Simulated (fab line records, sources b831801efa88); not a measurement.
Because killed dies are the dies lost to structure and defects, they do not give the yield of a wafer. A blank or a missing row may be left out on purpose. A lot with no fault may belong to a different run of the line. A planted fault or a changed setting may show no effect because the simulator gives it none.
fab line records	flow sky130
[record] lots = 12	wafers = 36	last-day = 50
route steps=708 shown GATE_OXIDE@203 LOCAL_INTERCONNECT@400 CONTACT@409 METAL1@452 PAD_OPEN@708
lots untouched by any fault: they come from a run of this same line in which no faults occurred
start-h: hours from the record's first day to the start of the lot's first wafer shown	wait-h: hours since the lot's step before	" same as the row above	L1.1+2: one row covering several wafers at once	- no value, or no start was given	* or withheld: withheld	< > ~ a bound
route shown NAME@n: NAME is a module with steps in the file, n the number in the route of the first one	usual: average and standard deviation across the fault-free wafers	same: alike in all rows	chamber/n: place in a boat	sites: the reading at each site	_std_site: standard deviation of those values	_edge_site: mean of outer sites minus mean of inner sites	radius-mm: for every site, how far away it sits from the centre of the wafer	mask NAME#n: copy n	behind: the last tool/chamber to shape the wafer	hold: cause of the lot's hold/its duration in hours/its outcome	device: which transistor (n, p or np) failed to switch	end of line: tests run on the same wafers once the route is complete	where a step has no rows: the recipe by itself	killed: at the first sort, the dies lost to defects and structure; wafer yield is something else	map: a wafer's dies, x killed, . not, _ none there
set.NAME: setting as actually run; set.NAME@STEP: the setting as run at that earlier step	model.NAME: the simulator's own value behind a step, which no gauge read
steps of the route over a sample of lots; a table a step, a row a wafer
services: the hour from which a tool's chamber was out of use, counted from the record's first day as start-h (under 0 if before that day), plus the number of hours and why
[[steps]]
[step SKY_GATE_OXIDE_OXIDATION_16]
[recipe] temp-c = 800	ambient = O2	idle-temp-c = 700	ramp-up-c-per-min = 10	ramp-down-c-per-min = 3	stabilise-s = 600	purge-s = 300	target-thk-a = 35.7	ox-time-s = 1915
[usual] spike-tc-upper-C = 800.6/0.99	stabilise-s = 600/0	tube-center-temp-C = 800/0.078	zone-power-bottom-pct = 20.1/0.9
lot.wafer	tool	chamber	start-h	wait-h	spike-tc-upper-C	stabilise-s	tube-center-temp-C	zone-power-bottom-pct
L745.3	furnace-01	0	331.02	0.9	800.9	600	799.95	20.9
L745.4	"	0	"	"	798.6	600	799.9	21.0
L745.6	"	0	"	"	801.1	600	799.96	20.8
L746.3	furnace-01	0	331.02	1.2	799.2	600	800.09	21.3
L746.4	"	0	"	"	799.3	600	799.97	21.3
L746.6	"	0	"	"	798.4	600	800.06	21.0
L747.4	furnace-02	0	334.80	0.0	799.6	600	799.96	19.1
L747.5	"	0	"	"	800.3	600	799.91	19.2
L747.6	"	0	"	"	802.0	600	799.81	19.4
L748.4	furnace-02	0	344.35	0.0	800.7	600	800.17	19.0
L748.5	"	0	"	"	800.9	600	800.17	19.0
L748.6	"	0	"	"	802.0	600	800.15	19.6
L751.1	furnace-02	0	378.72	0.5	799.1	600	800.08	19.4
L751.4	"	0	"	"	801.5	600	799.88	18.9
L751.5	"	0	"	"	801.4	600	799.89	19.3
L753.1	furnace-01	0	392.28	1.2	800.4	600	799.91	20.7
L753.4	"	0	"	"	800.8	600	800.09	21.0
L753.6	"	0	"	"	802.2	600	800.13	21.1
L754.1	furnace-02	0	396.77	0.4	799.6	600	800.09	19.1
L754.3	"	0	"	"	800.9	600	800.04	19.2
L754.5	"	0	"	"	800.9	600	800.02	19.4
L761.3	furnace-02	0	456.22	1.0	801.3	5400	799.95	19.3
L761.4	"	0	"	"	800.9	5400	800.09	19.4
L761.6	"	0	"	"	801.3	5400	799.99	18.9
L762.1	furnace-02	0	457.75	0.9	801.6	5400	799.92	19.2
L762.4	"	0	"	"	800.2	5400	799.84	19.1
L762.6	"	0	"	"	801.3	5400	800.04	19.0
L763.1	furnace-02	0	471.65	0.9	802.2	5400	799.94	19.1
L763.4	"	0	"	"	800.2	5400	799.96	19.0
L763.6	"	0	"	"	801.1	5400	799.93	19.3
L766.2	furnace-01	0	495.25	0.0	800.1	600	800.08	21.0
L766.5	"	0	"	"	800.0	600	799.96	21.1
L766.6	"	0	"	"	801.3	600	799.95	21.3
L767.2	furnace-01	0	504.55	0.0	800.0	600	800.03	20.9
L767.3	"	0	"	"	799.7	600	799.83	20.9
L767.5	"	0	"	"	798.9	600	799.95	20.9
[step SKY_LOCAL_INTERCONNECT_ETCH_13]
[recipe] chemistry = N2/H2	target = BARC	ion-energy-ev = 200	bias-w = 100	pressure-mtorr = 30	n2-flow-sccm = 100	h2-flow-sccm = 200	icp-w = 500	stop-on = SiO2	time-s = 45.9	target-depth-a = 600
[usual] drypump-motor-current-A = 5.7/0.48	oes-product-au = 0.855/0.0048	throttle-valve-pct = 13.224/0.0096
lot.wafer	tool	chamber	start-h	wait-h	drypump-motor-current-A	oes-product-au	rf-hours-counter-h	throttle-valve-pct
L745.3	rie-metal-01	1	726.46	0.0	6.0	0.852	-	13.221
L745.4	"	0	"	"	4.9	0.856	-	13.224
L745.6	"	0	"	"	4.9	0.858	-	13.220
L746.3	rie-metal-01	0	727.68	0.0	4.9	0.861	-	13.219
L746.4	"	1	"	"	6.0	0.861	-	13.230
L746.6	"	1	"	"	6.0	0.851	-	13.227
L747.4	rie-metal-04	0	729.24	0.0	5.4	0.853	-	13.237
L747.5	"	0	"	"	5.4	0.858	-	13.225
L747.6	"	1	"	"	5.7	0.857	-	13.222
L748.4	rie-metal-03	0	739.53	0.0	5.8	0.861	-	13.229
L748.5	"	0	"	"	5.8	0.851	-	13.224
L748.6	"	1	"	"	6.3	0.855	-	13.236
L751.1	rie-metal-01	0	775.46	0.0	4.9	0.854	9	13.227
L751.4	"	1	"	"	6.0	0.850	-	13.225
L751.5	"	0	"	"	4.9	0.852	-	13.230
L753.1	rie-metal-03	0	783.51	0.0	5.8	0.852	11	13.223
L753.4	"	1	"	"	6.3	0.851	-	13.236
L753.6	"	0	"	"	5.8	0.859	-	13.203
L754.1	rie-metal-01	1	792.96	0.0	6.0	0.852	13	13.223
L754.3	"	1	"	"	6.0	0.853	-	13.220
L754.5	"	0	"	"	4.9	0.851	-	13.210
L761.3	rie-metal-03	1	840.91	0.0	6.3	0.856	-	13.231
L761.4	"	0	"	"	5.7	0.849	-	13.231
L761.6	"	1	"	"	6.3	0.854	-	13.235
L762.1	rie-metal-04	0	843.69	0.0	5.4	0.857	7	13.222
L762.4	"	1	"	"	5.7	0.851	-	13.222
L762.6	"	1	"	"	5.7	0.846	-	13.226
L763.1	rie-metal-01	1	852.39	0.0	6.0	0.850	15	13.212
L763.4	"	0	"	"	4.9	0.853	-	13.218
L763.6	"	1	"	"	6.0	0.857	-	13.228
L766.2	rie-metal-04	0	882.84	0.0	5.4	0.852	9	13.232
L766.5	"	1	"	"	5.7	0.854	-	13.230
L766.6	"	0	"	"	5.4	0.857	-	13.214
L767.2	rie-metal-03	1	884.52	0.0	6.3	0.859	-	13.223
L767.3	"	1	"	"	6.3	0.851	-	13.216
L767.5	"	1	"	"	6.3	0.850	-	13.220
[step SKY_CONTACT_THK_MEAS_03]
[recipe] reads = SiO2_of_CONTACT_HDPCVD_02
[usual] CONTACT_HDPCVD_THK = 563/7.5
lot.wafer	tool	chamber	start-h	wait-h	CONTACT_HDPCVD_THK[nm]
L745.3	film-metro-01	-	727.32	0.1	556
L745.4	"	-	"	"	564
L745.6	"	-	"	"	550
L746.3	film-metro-04	-	728.89	0.1	559
L746.4	"	-	"	"	563
L746.6	"	-	"	"	543
L747.4	film-metro-04	-	730.22	0.0	570
L747.5	"	-	"	"	570
L747.6	"	-	"	"	562
L748.4	film-metro-03	-	740.77	0.0	571
L748.5	"	-	"	"	555
L748.6	"	-	"	"	568
L751.1	film-metro-04	-	776.38	0.0	567
L751.4	"	-	"	"	565
L751.5	"	-	"	"	572
L753.1	film-metro-03	-	784.38	0.0	567
L753.4	"	-	"	"	561
L753.6	"	-	"	"	550
L754.1	film-metro-01	-	793.83	0.0	570
L754.3	"	-	"	"	558
L754.5	"	-	"	"	569
L761.3	film-metro-03	-	841.78	0.1	545
L761.4	"	-	"	"	544
L761.6	"	-	"	"	555
L762.1	film-metro-03	-	844.55	0.0	563
L762.4	"	-	"	"	555
L762.6	"	-	"	"	561
L763.1	film-metro-03	-	853.26	0.0	558
L763.4	"	-	"	"	555
L763.6	"	-	"	"	550
L766.2	film-metro-01	-	883.71	0.0	566
L766.5	"	-	"	"	562
L766.6	"	-	"	"	569
L767.2	film-metro-01	-	885.49	0.0	567
L767.3	"	-	"	"	559
L767.5	"	-	"	"	571
[step SKY_METAL1_ETCH_18]
[recipe] chemistry = N2/H2	target = BARC	ion-energy-ev = 200	bias-w = 100	pressure-mtorr = 30	n2-flow-sccm = 100	h2-flow-sccm = 200	icp-w = 500	stop-on = SiO2	time-s = 45.9	target-depth-a = 600
[usual] drypump-motor-current-A = 5.75/0.3	oes-product-au = 0.855/0.0049	throttle-valve-pct = 13.225/0.0089
lot.wafer	tool	chamber	start-h	wait-h	drypump-motor-current-A	oes-product-au	rf-hours-counter-h	throttle-valve-pct
L745.3	rie-metal-04	1	784.40	0.0	5.69	0.842	-	13.230
L745.4	"	0	"	"	5.36	0.846	-	13.219
L745.6	"	0	"	"	5.37	0.850	-	13.217
L746.3	rie-metal-02	1	786.99	0.0	5.80	0.854	-	13.214
L746.4	"	0	"	"	5.64	0.848	-	13.231
L746.6	"	1	"	"	5.80	0.862	-	13.198
L747.4	rie-metal-03	1	787.71	0.0	6.33	0.851	-	13.232
L747.5	"	1	"	"	6.32	0.860	-	13.236
L747.6	"	0	"	"	5.73	0.863	-	13.224
L748.4	rie-metal-03	0	796.09	0.0	5.76	0.855	-	13.226
L748.5	"	1	"	"	6.32	0.861	-	13.233
L748.6	"	0	"	"	5.77	0.857	-	13.231
L751.1	rie-metal-02	1	832.08	0.0	5.81	0.862	10	13.227
L751.4	"	1	"	"	5.79	0.859	-	13.236
L751.5	"	1	"	"	5.79	0.865	-	13.222
L753.1	rie-metal-04	1	838.88	0.0	5.68	0.861	11	13.233
L753.4	"	1	"	"	5.68	0.858	-	13.232
L753.6	"	0	"	"	5.38	0.855	-	13.212
L754.1	rie-metal-03	1	848.53	0.0	6.33	0.854	1	13.233
L754.3	"	1	"	"	6.34	0.855	-	13.231
L754.5	"	1	"	"	6.33	0.853	-	13.230
L761.3	rie-metal-02	1	896.91	0.0	5.83	0.858	-	13.240
L761.4	"	0	"	"	5.64	0.856	-	13.211
L761.6	"	1	"	"	5.84	0.851	-	13.213
L762.1	rie-metal-04	0	898.44	0.0	5.39	0.854	10	13.226
L762.4	"	0	"	"	5.39	0.851	-	13.212
L762.6	"	0	"	"	5.38	0.856	-	13.234
L763.1	rie-metal-04	0	907.12	0.1	5.38	0.853	10	13.227
L763.4	"	0	"	"	5.39	0.857	-	13.237
L763.6	"	0	"	"	5.39	0.851	-	13.240
L766.2	rie-metal-02	1	936.34	0.0	5.81	0.851	15	13.212
L766.5	"	0	"	"	5.64	0.857	-	13.213
L766.6	"	1	"	"	5.80	0.862	-	13.221
L767.2	rie-metal-04	0	936.59	0.0	5.37	0.859	12	13.235
L767.3	"	0	"	"	5.38	0.853	-	13.214
L767.5	"	0	"	"	5.36	0.854	-	13.220
[step SKY_PAD_OPEN_PROBE_99]
[usual] killed_at_M0_to_M3 = 43/6.6	killed_at_M4_up = 2.9/1.8	killed-at-contacts = 25/5.3	killed-at-front-end = 15/4.1	killed-at-other = 0.3/0.6	killed-dies = 86/8.8	killed-open = 47/6.7	killed-short = 39/6.2
[same] gross-dies = 492	killed-at-back-side = 0
lot.wafer	tool	chamber	start-h	wait-h	killed_at_M0_to_M3	killed_at_M4_up	killed-at-contacts	killed-at-front-end	killed-at-other	killed-dies	killed-open	killed-short
L763.1	prober-01	-	1180.08	0.1	35	7	25	15	0	82	56	24
// killed by level:class
L763.1 VIA1:geometric-particle:open=14 CONTACT:geometric-particle:open=9 LI_CONTACT:geometric-particle:open=7 POLY_GATE:geometric-particle:short=5 METAL2:geometric-particle:short=5 VIA2:geometric-particle:open=5 LI_CONTACT:geometric-particle:short=4 VIA3:geometric-particle:open=4
[[services]]
tool	chamber	start-h	hours	kind
furnace-01	-	309.19	4.0	pm
furnace-01	-	345.53	2.4	pm
furnace-02	-	350.14	3.3	pm
rie-metal-03	1	379.24	6.3	repair
rie-metal-03	0	388.47	37.5	repair
rie-metal-04	-	432.15	0.6	repair
furnace-01	-	476.46	3.1	pm
furnace-02	-	493.75	3.3	pm
furnace-02	-	518.23	3.5	pm
rie-metal-03	0	520.21	2.6	repair
rie-metal-01	0	524.68	4.9	repair
rie-metal-04	1	527.05	4.6	repair
rie-metal-03	0	610.79	19.2	repair
rie-metal-04	-	622.99	1.7	repair
furnace-01	-	626.85	4.4	pm
rie-metal-03	0	643.10	19.5	repair
furnace-01	-	644.46	2.7	pm
furnace-02	-	686.28	2.8	pm
rie-metal-03	-	774.75	0.3	repair
furnace-02	-	776.68	2.5	pm
rie-metal-03	1	809.57	4.0	repair
furnace-02	-	853.11	4.2	pm
rie-metal-03	-	889.43	4.0	pm
rie-metal-04	1	898.99	14.8	repair
[[key]]
[first-sign] step = SKY_GATE_OXIDE_OXIDATION_16	reading = stabilise-s	direction = up	sigmas = 99+	usual = 600	struck = 5400
effect none on later readings
met-at SKY_GATE_OXIDE_OXIDATION_16
struck-lots L761,L762,L763
tester-left-out L761,L762,L763
not-acting-at SKY_LOCAL_INTERCONNECT_ETCH_13,SKY_CONTACT_THK_MEAS_03,SKY_METAL1_ETCH_18
onset-between 396.77 456.22
[fault] kind = process-parameter-drift	tool = furnace-02	chamber = -	onset-h = 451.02	steps = SKY_GATE_OXIDE_OXIDATION_16	channel = stabilise-s	offset = 4800	shape = step	end-h = 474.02	acts-in = these-recipes-only	stated = 600
// tester-left-out: of these lots the tester's yield and bins aren't shown, on N5 and GAA mostly nor the transistor test; their killed dies are dies lost to structure and defects alone, not to doping, threshold or leakage, so they don't give the yield
